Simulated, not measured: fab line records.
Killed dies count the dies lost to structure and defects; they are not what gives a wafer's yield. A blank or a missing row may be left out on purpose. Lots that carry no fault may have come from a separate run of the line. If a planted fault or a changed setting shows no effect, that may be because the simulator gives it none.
What tool caused it?    flow gf180mcu    11 lots, 33 wafers sampled, at 5 steps of a route of 602

## WHAT EACH GAUGE READ, for each wafer
GF_V3_RS_MEAS_24: uses a four-point probe to measure.
lot   measured      on             V3_W_RS (ohm/sq)
L799  day 22 14:59  film-metro-02  0.322 0.330 0.324
L800  day 22 21:53  film-metro-03  0.326 0.325 0.328
L801  day 23 03:10  film-metro-02  0.329 0.328 0.332
L802  day 23 11:01  film-metro-03  0.336 0.333 0.334
L803  day 23 22:29  film-metro-01  0.330 0.334 0.335
L804  day 24 04:29  film-metro-03  0.328 0.329 0.328
L812  day 27 00:20  film-metro-01  0.335 0.334 0.332
L813  day 27 08:49  film-metro-02  0.337 0.340 0.336
L814  day 27 15:27  film-metro-02  0.336 0.334 0.329
L816  day 28 05:09  film-metro-01  0.331 0.332 0.332
L818  day 28 15:56  film-metro-02  0.326 0.329 0.330

GF_M4_OVL_MEAS_15.
lot   measured      on          M4_OVL (nm)
L799  day 23 14:23  overlay-02  -3 7 7
L800  day 23 20:14  overlay-02  -7 12 7
L801  day 24 02:21  overlay-02  -8 -9 -5
L802  day 24 09:55  overlay-02  -3 0 -3
L803  day 24 21:16  overlay-02  7 9 3
L804  day 25 03:46  overlay-01  -2 1 3
L812  day 27 21:36  overlay-01  5 7 7
L813  day 28 05:24  overlay-01  -3 9 8
L814  day 28 11:23  overlay-01  -10 -7 -6
L816  day 29 00:53  overlay-02  1 -1 -4
L818  day 29 11:16  overlay-01  -1 -13 -3

GF_V4_RS_MEAS_24: uses a four-point probe to measure.
lot   measured      on             V4_W_RS (ohm/sq)
L799  day 24 15:26  film-metro-02  0.330 0.332 0.330
L800  day 24 21:45  film-metro-02  0.329 0.329 0.330
L801  day 25 02:47  film-metro-03  0.327 0.326 0.326
L802  day 25 09:47  film-metro-04  0.331 0.333 0.329
L803  day 25 21:12  film-metro-03  0.328 0.318 0.330
L804  day 26 04:01  film-metro-02  0.327 0.332 0.324
L812  day 28 19:29  film-metro-02  0.383 0.322 0.390
L813  day 29 02:51  film-metro-04  0.389 0.326 0.325
L814  day 29 09:24  film-metro-03  0.333 0.333 0.333
L816  day 29 22:01  film-metro-02  0.329 0.332 0.329
L818  day 30 08:26  film-metro-03  0.334 0.335 0.333

GF_V4_THK_MEAS_25: measures by xrf.
lot   measured      on             V4_W_THK (nm)
L799  day 24 15:33  film-metro-02  335 335 337
L800  day 24 21:52  film-metro-02  337 337 334
L801  day 25 02:54  film-metro-03  344 346 347
L802  day 25 09:53  film-metro-04  341 340 344
L803  day 25 21:19  film-metro-03  344 356 341
L804  day 26 04:08  film-metro-02  336 330 340
L812  day 28 19:36  film-metro-02  297 352 292
L813  day 29 02:58  film-metro-04  290 346 344
L814  day 29 09:31  film-metro-03  339 338 338
L816  day 29 22:08  film-metro-02  342 338 341
L818  day 30 08:33  film-metro-03  337 335 336

## WHAT TOOL EACH LOT RAN ON (gives the tool, then ch and the chambers of the sampled wafers, and finally the start)
lot   GF_V4_CVD_23
L799  cvd-w-02 ch 0,1, day 24 15:19
L800  cvd-w-02 ch 0, day 24 21:31
L801  cvd-w-01 ch 0, day 25 02:35
L802  cvd-w-02 ch 0,1, day 25 09:40
L803  cvd-w-01 ch 0,1, day 25 21:05
L804  cvd-w-01 ch 0,1, day 26 03:53
L812  cvd-w-01 ch 0,1, day 28 19:22
L813  cvd-w-01 ch 1, day 29 02:43
L814  cvd-w-02 ch 1, day 29 09:17
L816  cvd-w-02 ch 0,1, day 29 21:54
L818  cvd-w-02 ch 1, day 30 08:19
- GF_V4_CVD_23: deposits W, target thk 350 nm, time 104.9 s.

## AS READ BY THE TOOLS THEMSELVES (means over the sampled wafers that have a number; for cases with no such wafer, the mark the record gives instead)
GF_V4_CVD_23.
lot   tool      heater-power-w (W)
L799  cvd-w-02  838
L800  cvd-w-02  785
L801  cvd-w-01  1017
L802  cvd-w-02  837
L803  cvd-w-01  964
L804  cvd-w-01  892
L812  cvd-w-01  894
L813  cvd-w-01  832
L814  cvd-w-02  948
L816  cvd-w-02  830
L818  cvd-w-02  946

## THE ANSWER, worked out from the rows above alone
Rule: the usual values come from the lots themselves. Put in order of their means at a reading, lots are off if they are a third of the lots or fewer, leave a main group of 4 or more, and stand apart from it by a gap of 3 or more times the standard deviation of the main group's means; of several such gaps the widest counts. If all means in a main group match to the digits the tables above print for the reading, that group is not used. A lot without any number at a reading at which 4 lots or more have one is off too. Where the step has rows for the other lots, those lots are counted as sound. After the gauges, taken in route order, come the tools' own readings; for these a lot's mean is taken, as printed above. The first step at which some lot is off is used, and at that step the reading that is off furthest; a lot without a number counts as furthest.
Off: at GF_V4_RS_MEAS_24 (V4_W_RS), L812, L813. For the main group the mean is 0.330 ohm/sq and the standard deviation 0.0027.
If a tool, at a process step before that reading, ran all the lots that are off and no sound lot after the first of them, it fits. The gauges at GF_V4_RS_MEAS_24 are tried like those tools. One fits: cvd-w-01 at GF_V4_CVD_23. A fault onset in the window from L804 (day 26 03:53, its last sound lot) to L812 (day 28 19:22, its first lot off) fits.

## WHAT THE SIMULATOR HAD INSERTED
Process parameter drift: cvd-w-01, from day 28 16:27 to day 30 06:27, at GF_V4_CVD_23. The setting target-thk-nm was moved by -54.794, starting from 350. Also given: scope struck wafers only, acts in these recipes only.
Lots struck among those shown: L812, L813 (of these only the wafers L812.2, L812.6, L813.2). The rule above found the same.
